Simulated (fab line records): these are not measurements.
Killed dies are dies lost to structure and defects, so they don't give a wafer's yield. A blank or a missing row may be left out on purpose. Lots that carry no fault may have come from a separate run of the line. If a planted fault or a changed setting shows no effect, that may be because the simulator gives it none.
Check of tool commonality | flow gf180mcu | Sampled: 15 lots, 45 wafers

## WHY THIS WAS OPENED
Of 15 lots, 3 have the reading MVPSD_TW flagged at GF_MVPSD_TW_MEAS_11. Wafers without a fault read 556.1, standard deviation 2.5.
Rule: a lot is flagged in two cases, either no wafer of it has a number, or all its wafers with numbers fall more than 4 standard deviations from that mean. All remaining lots are regarded as sound.

lot  | measured     | on           | MVPSD_TW, wafer by wafer | flag
L895 | day 5 03:11  | filmMetro-03 | 552.7 553.9 549.9        | 
L898 | day 5 22:14  | filmMetro-03 | 552.8 552.8 552.6        | 
L900 | day 6 09:50  | filmMetro-03 | 556.5 557.7 555.0        | 
L901 | day 6 15:53  | filmMetro-03 | 559.8 556.9 557.1        | 
L903 | day 7 01:57  | filmMetro-03 | 555.4 554.5 553.9        | 
L904 | day 7 08:38  | filmMetro-02 | 557.4 559.6 556.3        | 
L905 | day 7 13:57  | filmMetro-01 | 558.6 556.4 557.3        | 
L909 | day 8 11:42  | filmMetro-02 | 559.7 556.1 560.9        | 
L910 | day 8 21:23  | filmMetro-01 | 30.1 30.1 30.0           | FLAGGED
L911 | day 9 00:26  | filmMetro-01 | 30.1 30.1 30.2           | FLAGGED
L912 | day 9 07:17  | filmMetro-01 | 30.2 30.2 30.2           | FLAGGED
L913 | day 9 13:01  | filmMetro-02 | 556.0 557.9 555.1        | 
L916 | day 10 08:18 | filmMetro-01 | 558.6 559.6 556.3        | 
L917 | day 10 13:08 | filmMetro-01 | 554.2 555.3 554.3        | 
L918 | day 10 23:13 | filmMetro-02 | 554.8 555.0 558.6        | 
Averaged over the flagged lots the numbers come to 30.1, -526.0 from the usual (-99 or more standard deviations).

## WHICH TOOL EACH LOT WENT THROUGH
Before the reading, the record contains 3 process steps out of a 602-step route. Read each cell as the tool, then ch plus the chambers that the sampled wafers visited, then the start.
lot  | flag    | GF_STI_CMP_25                | GF_MVSD_STRIP_10                    | GF_MVPSD_STRIP_10
L895 |         | cmp-01 ch 2,3, day 2 03:53   | plasmaAsher-02 ch 0,1, day 4 12:18  | plasmaAsher-01 ch 0,1, day 5 03:05
L898 |         | cmp-01 ch 1,2,3, day 2 19:53 | plasmaAsher-04 ch 0,1, day 5 07:28  | plasmaAsher-01 ch 0,1, day 5 22:08
L900 |         | cmp-02 ch 0,1,2, day 3 06:23 | plasmaAsher-04 ch 0,1, day 5 18:12  | plasmaAsher-02 ch 0,1, day 6 09:44
L901 |         | cmp-02 ch 0,1, day 3 12:14   | plasmaAsher-04 ch 0,1, day 6 00:24  | plasmaAsher-01 ch 0,1, day 6 15:47
L903 |         | cmp-01 ch 0,1,3, day 3 22:30 | plasmaAsher-04 ch 0,1, day 6 10:25  | plasmaAsher-01 ch 0,1, day 7 01:52
L904 |         | cmp-02 ch 1,2,3, day 4 03:28 | plasmaAsher-03 ch 0,1, day 6 16:32  | plasmaAsher-01 ch 0,1, day 7 08:32
L905 |         | cmp-02 ch 2,3, day 4 08:04   | plasmaAsher-04 ch 0,1, day 6 22:02  | plasmaAsher-02 ch 0,1, day 7 13:52
L909 |         | cmp-01 ch 2,3, day 5 03:13   | plasmaAsher-02 ch 1, day 7 18:26    | plasmaAsher-01 ch 0,1, day 8 11:35
L910 | FLAGGED | cmp-02 ch 0,1, day 5 08:58   | plasmaAsher-03 ch 1, day 8 03:16    | plasmaAsher-04 ch 0,1, day 8 21:17
L911 | FLAGGED | cmp-02 ch 0,1, day 5 13:16   | plasmaAsher-04 ch 1, day 8 06:38    | plasmaAsher-02 ch 0,1, day 9 00:20
L912 | FLAGGED | cmp-01 ch 1,2,3, day 5 18:58 | plasmaAsher-03 ch 0,1, day 8 13:44  | plasmaAsher-01 ch 0,1, day 9 07:11
L913 |         | cmp-01 ch 0,1, day 6 00:21   | plasmaAsher-04 ch 0,1, day 8 20:04  | plasmaAsher-04 ch 0,1, day 9 12:55
L916 |         | cmp-02 ch 0,2, day 6 15:14   | plasmaAsher-04 ch 0,1, day 9 14:11  | plasmaAsher-01 ch 1, day 10 08:11
L917 |         | cmp-02 ch 0,1, day 6 20:30   | plasmaAsher-04 ch 0,1, day 9 18:53  | plasmaAsher-01 ch 0, day 10 13:02
L918 |         | cmp-01 ch 1,2, day 7 04:03   | plasmaAsher-03 ch 0,1, day 10 04:53 | plasmaAsher-04 ch 0,1, day 10 23:07
These steps, and what they do:
- GF_STI_CMP_25: polishes, stops on Si3N4, t overpolish 33 s, target thk 524.6 nm.
- GF_MVSD_STRIP_10: strips in O2/N2.
- GF_MVPSD_STRIP_10: strips in O2/N2.
- GF_MVPSD_TW_MEAS_11

## FLAGGED OVER TOTAL, TOOL BY TOOL (the gauges that took the reading come last)
step                | tool           | lots run | flagged | share of the flagged lots | sound lots run after its first flagged lot
GF_STI_CMP_25       | cmp-01         | 7        | 1       | some                      | 2 (L913,L918)
GF_STI_CMP_25       | cmp-02         | 8        | 2       | some                      | 2 (L916,L917)
GF_MVSD_STRIP_10    | plasmaAsher-02 | 2        | 0       | none                      | -
GF_MVSD_STRIP_10    | plasmaAsher-03 | 4        | 2       | some                      | 1 (L918)
GF_MVSD_STRIP_10    | plasmaAsher-04 | 9        | 1       | some                      | 3 (L913,L916,L917)
GF_MVPSD_STRIP_10   | plasmaAsher-01 | 9        | 1       | some                      | 2 (L916,L917)
GF_MVPSD_STRIP_10   | plasmaAsher-02 | 3        | 1       | some                      | 0
GF_MVPSD_STRIP_10   | plasmaAsher-04 | 3        | 1       | some                      | 2 (L913,L918)
GF_MVPSD_TW_MEAS_11 | filmMetro-01   | 6        | 3       | all                       | 2 (L916,L917)
GF_MVPSD_TW_MEAS_11 | filmMetro-02   | 4        | 0       | none                      | -
GF_MVPSD_TW_MEAS_11 | filmMetro-03   | 5        | 0       | none                      | -

## WHAT IS ALLOWED BY THE TABLE
All flagged lots share 1 row of the table, namely filmMetro-01 at GF_MVPSD_TW_MEAS_11.
- filmMetro-01 at GF_MVPSD_TW_MEAS_11 ran 6 lots, 3 of them flagged. Sound lots ran on it after the first flagged one (L916, L917), which a lasting fault on the whole tool wouldn't allow.
Not one row of the table ran every flagged lot while running no sound lot after the first.

## WHAT THE SIMULATOR PUT IN
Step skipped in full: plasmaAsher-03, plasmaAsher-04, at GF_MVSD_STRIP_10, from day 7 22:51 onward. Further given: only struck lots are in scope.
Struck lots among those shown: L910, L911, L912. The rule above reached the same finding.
